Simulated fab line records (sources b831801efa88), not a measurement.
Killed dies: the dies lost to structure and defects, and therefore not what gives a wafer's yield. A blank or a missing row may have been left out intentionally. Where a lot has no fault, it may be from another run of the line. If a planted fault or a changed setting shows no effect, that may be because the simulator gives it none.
Chamber matching	flow sky130	SKY_VIA2_HDPCVD_00 on hdpcvd-01: 3 sister chambers
The step deposits SiO2, target thk 1180 nm, time 196.7 s. 6 wafers are shown with their chamber, then 8 later ones without.

== EACH WAFER AND ITS CHAMBER ==
wafer	chamber	sih4_flow_sccm (sccm)
L854.2	1	60.11
L863.1	1	60.27
L864.2	0	59.94
L864.3	2	60.59
L864.5	0	59.77
L865.1	2	59.89

== WAFERS WITHOUT THEIR CHAMBER ==
wafer	sih4_flow_sccm (sccm)
L865.4	59.88
L865.5	59.78
L868.1	59.94
L868.2	59.49
L868.4	59.62
L870.1	59.64
L870.2	60.12
L870.3	59.82

== WHICH CHAMBER EACH ONE RAN IN ==
wafer	from the rows above	in truth
L865.4	can't be placed: 0 or 1 or 2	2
L865.5	can't be placed: 0 or 1 or 2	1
L868.1	can't be placed: 0 or 1 or 2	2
L868.2	can't be placed: 0 or 1 or 2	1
L868.4	can't be placed: 0 or 1 or 2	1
L870.1	can't be placed: 0 or 1 or 2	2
L870.2	can't be placed: 1 or 2 or 0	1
L870.3	can't be placed: 0 or 1 or 2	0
Placed correctly: 0 of 8. These rows do not allow placing 8 (true chamber among the candidates in 8). 0 placed wrongly.
How it was worked out, from the rows above alone: a wafer's distance from a chamber is the root of the sum, over the readings, of the square of ((its reading less the chamber's mean) divided by the reading's scatter). If the next closest chamber is less than 2 further off than the closest, the wafer can't be placed; otherwise it belongs to the closest. A chamber's mean is the mean of its shown wafers. The scatter: the root of (the sum of the squares of (reading less its chamber's mean) over the shown wafers, divided by (wafers less chambers)).
